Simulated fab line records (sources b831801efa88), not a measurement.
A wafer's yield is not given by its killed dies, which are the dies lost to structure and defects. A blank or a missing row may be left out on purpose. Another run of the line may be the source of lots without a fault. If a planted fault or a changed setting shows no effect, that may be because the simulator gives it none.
Struck lot and sound lot, side by side ; flow gf180mcu ; 14 out of 602 route steps
Sound: the wafers L557.1, L557.2, L557.3. Wafers struck: L569.1, L569.4, L569.6. The cause is given at the end.
For every step that has rows: the tool of each side, followed by ch and its chambers, followed by its first start. Under that, the readings that differ: sound wafers ; struck wafers ; difference of the means ; sigmas: that difference in standard deviations of wafers without a fault.
alike: words and numbers the same on both sides, and readings whose means are apart by under 2 such deviations; not compared: readings that were withheld, readings missing a value for some wafer, numbers with overlapping values and no deviation given by the record, and bounds like >300 which may hide the same value.
A row with sigmas, a row that says differs or no value, or rows on one side alone: a step with any of these is where the two part. Non-overlapping numbers with no deviation appear without sigmas and do not part them. Lack of a reading on every wafer of one side parts them only where that side has two or more wafers.

GF_TOP_METAL_METAL_ETCH_16: etches the open film in Cl2/BCl3, stops on SiO2, target depth 1077.5 nm, time 179.6 s.
  sound on rie-metal-04 ch 0,1, day 29 00:02; struck on rie-metal-03 ch 0,1, day 32 07:37
  alike: drypump-motor-current-A, oes-product-au, throttle-valve-pct
  not compared: rf-hours-counter-h
GF_TOP_METAL_STRIP_17: strips in O2/N2.
  sound on plasma-asher-02 ch 0,1, day 29 00:13; struck on plasma-asher-03 ch 0, day 32 07:48
  alike: drypump-motor-current-A, heater-power-w, o2-flow-sccm, oes-product-au, platen-temp-c, strip-time-to-endpoint-s
  not compared: rf-hours-counter-h
then, 2 steps without rows for these wafers: GF_TOP_METAL_STRIP_18 (strips in post etch residue remover, time 1200 s); GF_TOP_METAL_CLEAN_19 (cleans in DIW).
GF_PASSIVATION_CVD_00: deposits SiO2 from TEOS, target thk 1000 nm, time 111.95 s.
  sound on pecvd-02 ch 0,1,2, day 29 00:45; struck on pecvd-01 ch 0,1,2, day 32 08:20
  alike: heater-power-w
GF_PASSIVATION_THK_MEAS_01:
  sound on film-metro-01, day 29 00:50; struck on film-metro-02, day 32 08:25
  alike: PASSIVATION_CVD_00_THK
GF_PASSIVATION_CVD_02: deposits Si3N4, target thk 700 nm, time 486.18 s.
  sound on pecvd-04 ch 0,1,2, day 29 00:53; struck on pecvd-04 ch 1,2, day 32 08:28
  alike: heater-power-w
GF_PASSIVATION_THK_MEAS_03:
  sound on film-metro-01, day 29 01:11; struck on film-metro-03, day 32 08:45
  alike: PASSIVATION_CVD_02_THK
then, 4 steps without rows for these wafers: GF_PASSIVATION_DEHYDRATE_04 (time 60 s); GF_PASSIVATION_HMDS_05 (prime time 60 s); GF_PASSIVATION_COAT_06 (resist thk 4000 nm); GF_PASSIVATION_SOFTBAKE_07.
GF_PASSIVATION_EXPOSE_08: exposes mask Pad, target cd 40000 nm.
  struck on iline-stepper-02, day 32 16:42; sound on iline-stepper-01 ch 0, day 29 10:48
  no value came back on the struck wafers for exposure-dose-mJ-cm2, focus-offset-nm (nm), na, reticle-temp-C (C); on the sound wafers exposure-dose-mJ-cm2 reads 309.9 310.1 309.7
  alike: mask
next, for these wafers, 1 step has no rows: GF_PASSIVATION_PEB_09.

## WHERE THEY PART
Only at GF_PASSIVATION_EXPOSE_08, as far as this record shows.

WHY: what had been put in by the simulator
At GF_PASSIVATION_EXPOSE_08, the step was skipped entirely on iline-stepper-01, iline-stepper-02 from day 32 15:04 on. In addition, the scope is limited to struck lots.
